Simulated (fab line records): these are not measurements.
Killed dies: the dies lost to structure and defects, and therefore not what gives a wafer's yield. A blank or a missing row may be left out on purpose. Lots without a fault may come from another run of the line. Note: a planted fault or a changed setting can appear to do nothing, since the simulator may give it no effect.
The tool behind it: which one?    flow gf180mcu    36 wafers from 12 lots sampled at 6 of the route's 602 steps

== WHAT THE GAUGES READ, wafer by wafer ==
GF_VT_IMPLANT_OVL_MEAS_18. Usual: VT_IMPLANT_01_OVL 0.6 nm, standard deviation 1.6.
lot   measured      on          VT_IMPLANT_01_OVL (nm)  flag
L984  day 6 18:09   overlay-02  2.1 0.5 1.2             
L987  day 7 14:10   overlay-02  -2.5 -1.1 -2.6          
L988  day 7 20:31   overlay-01  0.2 -1.2 1.4            
L989  day 8 02:33   overlay-02  5.1 3.2 3.8             
L997  day 10 04:43  overlay-01  -1.3 -1.8 -1.6          
L998  day 10 12:28  overlay-01  -1.2 -0.4 0.0           
L999  day 10 16:57  overlay-02  1.4 1.7 1.4             
L100  day 11 00:16  overlay-02  -0.1 -1.1 -0.7          
L101  day 11 04:07  overlay-02  -1.2 -0.3 0.1           
L103  day 11 18:58  overlay-01  -1.0 -1.3 -0.7          
L104  day 12 00:24  overlay-02  0.7 0.7 -0.6            
L105  day 12 06:34  overlay-01  -0.5 0.3 1.3            

GF_POLY_GATE_CD_MEAS_10: the cd target is 280 nm. Usual: cdNm reads 279.6 nm (standard deviation 1.4).
lot   measured      on        cdNm (nm)          flag
L984  day 9 18:27   cdSem-01  279.2 279.5 281.2  
L987  day 10 16:40  cdSem-02  277.7 277.7 277.8  
L988  day 11 01:10  cdSem-02  279.0 280.0 279.0  
L989  day 11 06:24  cdSem-02  278.8 280.0 278.7  
L997  day 13 16:46  cdSem-02  280.3 280.3 279.2  
L998  day 14 00:31  cdSem-02  277.0 278.1 277.5  
L999  day 14 05:27  cdSem-01  279.3 279.6 279.9  
L100  day 14 16:29  cdSem-01  279.0 278.2 278.3  
L101  day 14 20:44  cdSem-01  282.3 282.3 281.3  
L103  day 15 11:32  cdSem-01  277.9 278.4 279.3  
L104  day 15 16:57  cdSem-01  281.4 281.2 281.0  
L105  day 15 23:16  cdSem-01  279.3 279.7 278.5  

GF_PSD_RS_MEAS_14: uses a four-point probe to measure. Usual: NSD_RS 46.09 ohm/sq, standard deviation 0.095.
lot   measured      on            NSD_RS (ohm/sq)    flag
L984  day 14 22:15  filmMetro-02  46.12 46.08 46.10  
L987  day 16 01:47  filmMetro-04  48.35 48.36 48.34  OFF
L988  day 16 10:58  filmMetro-02  48.29 48.42 48.31  OFF
L989  day 16 19:13  filmMetro-01  45.97 46.17 46.24  
L997  day 19 14:05  filmMetro-02  46.19 46.21 46.13  
L998  day 19 23:29  filmMetro-01  46.10 46.04 46.21  
L999  day 20 05:21  filmMetro-04  46.11 46.10 46.24  
L100  day 20 18:07  filmMetro-04  46.06 46.08 46.10  
L101  day 20 23:20  filmMetro-01  46.04 46.03 46.11  
L103  day 21 15:05  filmMetro-02  45.97 46.04 46.02  
L104  day 21 22:33  filmMetro-04  46.25 46.09 46.06  
L105  day 22 04:08  filmMetro-02  46.01 46.02 45.99  

GF_CONTACT_CD_MEAS_14: the cd target is 220 nm. Usual: cdNm reads 220.0 nm (standard deviation 1.3).
lot   measured      on        cdNm (nm)          flag
L984  day 16 20:06  cdSem-02  220.3 219.9 218.6  
L987  day 18 01:43  cdSem-01  218.5 220.0 219.3  
L988  day 18 10:39  cdSem-02  219.3 220.2 220.5  
L989  day 18 19:36  cdSem-02  218.7 220.1 219.7  
L997  day 21 17:05  cdSem-02  219.4 219.5 220.3  
L998  day 22 01:55  cdSem-02  220.2 219.5 219.1  
L999  day 22 07:28  cdSem-01  219.0 217.8 220.3  
L100  day 22 19:34  cdSem-02  220.6 220.3 221.0  
L101  day 23 00:23  cdSem-02  219.4 220.3 220.5  
L103  day 23 14:58  cdSem-01  218.9 218.3 218.8  
L104  day 23 23:20  cdSem-01  218.7 218.8 219.2  
L105  day 24 03:43  cdSem-01  218.3 219.9 219.0  

== TOOL THAT RAN EACH LOT (tool first, then ch and the chambers of the sampled wafers, then the start) ==
lot   GF_NSD_IMPLANT_09                GF_NSD_STRIP_11
L984  implanter-01 ch 0, day 14 00:19  plasmaAsher-04 ch 0,1, day 14 00:37
L987  implanter-01 ch 0, day 15 03:20  plasmaAsher-04 ch 0,1, day 15 03:36
L988  implanter-01 ch 0, day 15 12:45  plasmaAsher-02 ch 0,1, day 15 13:03
L989  implanter-04 ch 0, day 15 20:10  plasmaAsher-04 ch 0,1, day 15 20:28
L997  implanter-04 ch 0, day 18 12:48  plasmaAsher-03 ch 0,1, day 18 13:05
L998  implanter-01 ch 0, day 18 22:22  plasmaAsher-03 ch 0,1, day 18 22:38
L999  implanter-04 ch 0, day 19 04:12  plasmaAsher-03 ch 0,1, day 19 04:30
L100  implanter-04 ch 0, day 19 17:27  plasmaAsher-04 ch 0,1, day 19 17:43
L101  implanter-01 ch 0, day 19 22:03  plasmaAsher-02 ch 0,1, day 19 22:20
L103  implanter-01 ch 0, day 20 13:42  plasmaAsher-03 ch 0,1, day 20 13:59
L104  implanter-01 ch 0, day 20 21:16  plasmaAsher-03 ch 0,1, day 20 21:34
L105  implanter-03 ch 0, day 21 03:26  plasmaAsher-03 ch 0,1, day 21 03:42
- GF_NSD_IMPLANT_09
- GF_NSD_STRIP_11: strips in O2/N2.

== WHAT THE TOOLS THEMSELVES READ (means of the sampled wafers that have a number; where no wafer has one, the mark that the record gives instead) ==
GF_NSD_IMPLANT_09. Usual: beamEnergyKeV 60.003, standard deviation 0.022; beamOnS 17.4 s, standard deviation 1.1; tiltDeg 7.000 degrees, standard deviation 0.019.
lot   tool          beamEnergyKeV  beamOnS (s)  tiltDeg (degrees)  flag
L984  implanter-01  59.992         16.9         7.010              
L987  implanter-01  52.510         16.6         6.984              OFF
L988  implanter-01  52.525         16.6         6.980              OFF
L989  implanter-04  60.024         19.5         7.017              
L997  implanter-04  60.003         18.9         7.012              
L998  implanter-01  60.004         16.7         6.986              
L999  implanter-04  60.003         19.0         7.008              
L100  implanter-04  60.010         19.0         7.013              
L101  implanter-01  59.959         16.8         7.000              
L103  implanter-01  60.022         16.8         6.998              
L104  implanter-01  60.007         16.7         6.970              
L105  implanter-03  60.013         18.9         6.987              

GF_NSD_STRIP_11. Usual: drypumpMotorCurrentA 5.81 A, standard deviation 0.25; heaterPowerW 338 W, standard deviation 20; oesProductAu 0.487 a.u., standard deviation 0.0043; stripTimeToEndpointS 22.97 s, standard deviation 0.035.
lot   tool            drypumpMotorCurrentA (A)  heaterPowerW (W)  oesProductAu (a.u.)  stripTimeToEndpointS (s)  flag
L984  plasmaAsher-04  5.86                      334               0.486                22.99                     
L987  plasmaAsher-04  5.81                      342               0.498                21.98                     OFF
L988  plasmaAsher-02  5.74                      332               0.493                21.97                     OFF
L989  plasmaAsher-04  5.87                      330               0.483                22.95                     
L997  plasmaAsher-03  5.86                      344               0.486                22.92                     
L998  plasmaAsher-03  5.85                      331               0.483                22.92                     
L999  plasmaAsher-03  5.85                      333               0.489                22.92                     
L100  plasmaAsher-04  5.79                      342               0.482                22.97                     
L101  plasmaAsher-02  5.73                      336               0.488                22.97                     
L103  plasmaAsher-03  5.84                      333               0.483                23.02                     
L104  plasmaAsher-03  5.84                      333               0.489                22.98                     
L105  plasmaAsher-03  5.67                      334               0.487                22.98                     

== THE ANSWER, worked out from the rows above alone ==
Rule: lot off if the mean of its wafers having a number is beyond 3 standard deviations from the usual mean. A lot without any number at a reading at which 4 lots or more have one is off too. The other lots that the step has rows for count as sound. First the gauges in route order, then the tools' own readings, where a lot's mean is used as printed above. At the first step where some lot is off, the reading lying furthest off is the one used; lots without a number count as furthest.
Off: L987, L988, at GF_PSD_RS_MEAS_14 (NSD_RS).
A tool fits if, at a process step before that reading, it ran every lot that is off, and no sound lot after the first of them. Not tried: the gauges at GF_PSD_RS_MEAS_14; whatever is off there is also off at GF_NSD_IMPLANT_09, on other tools, and gauge error can't account for it. Of those tried, none fits.

== WHAT HAD BEEN PUT IN BY THE SIMULATOR ==
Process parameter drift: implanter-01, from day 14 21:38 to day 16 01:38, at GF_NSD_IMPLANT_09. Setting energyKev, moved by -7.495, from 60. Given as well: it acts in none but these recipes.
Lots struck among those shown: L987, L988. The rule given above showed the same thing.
